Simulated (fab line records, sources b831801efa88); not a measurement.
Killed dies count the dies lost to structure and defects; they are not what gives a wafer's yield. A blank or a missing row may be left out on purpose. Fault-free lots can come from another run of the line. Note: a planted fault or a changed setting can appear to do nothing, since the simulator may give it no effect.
Struck lot and sound lot, side by side | flow gf180mcu | 14 steps out of a route of 602
Sound: these wafers, L573.3, L573.5, L573.6. The struck wafers were L583.3, L583.4, L583.6. The cause is named last.
Each step with rows lists, per side, the tool, then ch with its chambers, then its first start. Under that, the readings that differ: sound wafers | struck wafers | difference of the means | sigmas: that difference in standard deviations of wafers without a fault.
alike: readings whose means differ by less than 2 such deviations, and words and numbers that are the same on both sides. not compared: withheld readings, readings that some wafer has no value for, bounds like >300 that may hide the same value, and numbers for which the record gives no deviation and whose values overlap.
The two part at a step that has a row with sigmas, a row that says differs or no value, or rows on one side only. Numbers that have no deviation but don't overlap get no sigmas and don't part them. A reading that every wafer of one side lacks parts them only if that side has two wafers or more.

first, 6 steps without rows for these wafers: GF_M3_HMDS_08 (prime time 60 s); GF_M3_COAT_09 (resist thk 1000 nm); GF_M3_SOFTBAKE_10 (time 60 s); GF_M3_EXPOSE_11 (exposes mask Metal3, target cd 280 nm); GF_M3_PEB_12 (peb time 90 s); GF_M3_DEVELOP_13 (develop time 60 s).
GF_M3_CD_MEAS_14: the cd target is 280 nm.
  sound: cd sem-02 at day 24 16:09; struck: cd sem-01 at day 27 16:08
  alike: cd nm
GF_M3_OVL_MEAS_15:
  sound: overlay-02 at day 24 16:14; struck: overlay-01 at day 27 16:14
  alike: M3_OVL
GF_M3_METAL_ETCH_16: etches the open film in Cl2/BCl3, stops on SiO2, target depth 627.5 nm, time 104.6 s.
  sound on rie metal-03 ch 0,1, day 24 16:18; struck on rie metal-02 ch 0,1, day 27 16:17
  alike: bias w, chamber pressure mTorr, drypump motor current A, oes product au, throttle valve pct
  not compared: rf hours counter h
GF_M3_STRIP_17: strips in O2/N2.
  sound on plasma asher-04 ch 0,1, day 24 16:25; struck on plasma asher-01 ch 0,1, day 27 16:24
  reading             | sound          | struck         | difference | sigmas
  o2 flow sccm (sccm) | 3004 3013 3004 | 2990 2984 2980 | -22        | -3
  alike: chamber pressure mTorr, drypump motor current A, heater power w, oes product au, strip time to endpoint s
  not compared: rf hours counter h
then, 2 steps without rows for these wafers: GF_M3_STRIP_18 (strips in post etch residue remover, time 1200 s); GF_M3_CLEAN_19 (cleans in DIW).
GF_V3_CVD_00: deposits SiO2, target thk 600 nm, time 100 s.
  sound on hdpcvd-01 ch 0,1,2, day 24 16:55; struck on hdpcvd-02 ch 1,2, day 27 16:56
  no value came back on the struck wafers for pressure mtorr (mTorr), run length s (s); on the sound wafers pressure mtorr (mTorr) reads 6.023 5.992 6.002
GF_V3_CVD_02: deposits SiO2 from TEOS, target thk 850 nm, time 94.851 s.
  sound on pecvd-04 ch 0,1,2, day 24 17:02; struck on pecvd-03 ch 0,1,2, day 27 17:04
  reading                  | sound       | struck      | difference | sigmas
  heater power outer w (W) | 322 276 290 | 428 458 354 | +117       | +2
  alike: heater power w
  not compared: since wet clean h

WHERE THEY PART
First at GF_M3_STRIP_17; last, within this record, at GF_V3_CVD_02.

WHY: what the simulator had put in
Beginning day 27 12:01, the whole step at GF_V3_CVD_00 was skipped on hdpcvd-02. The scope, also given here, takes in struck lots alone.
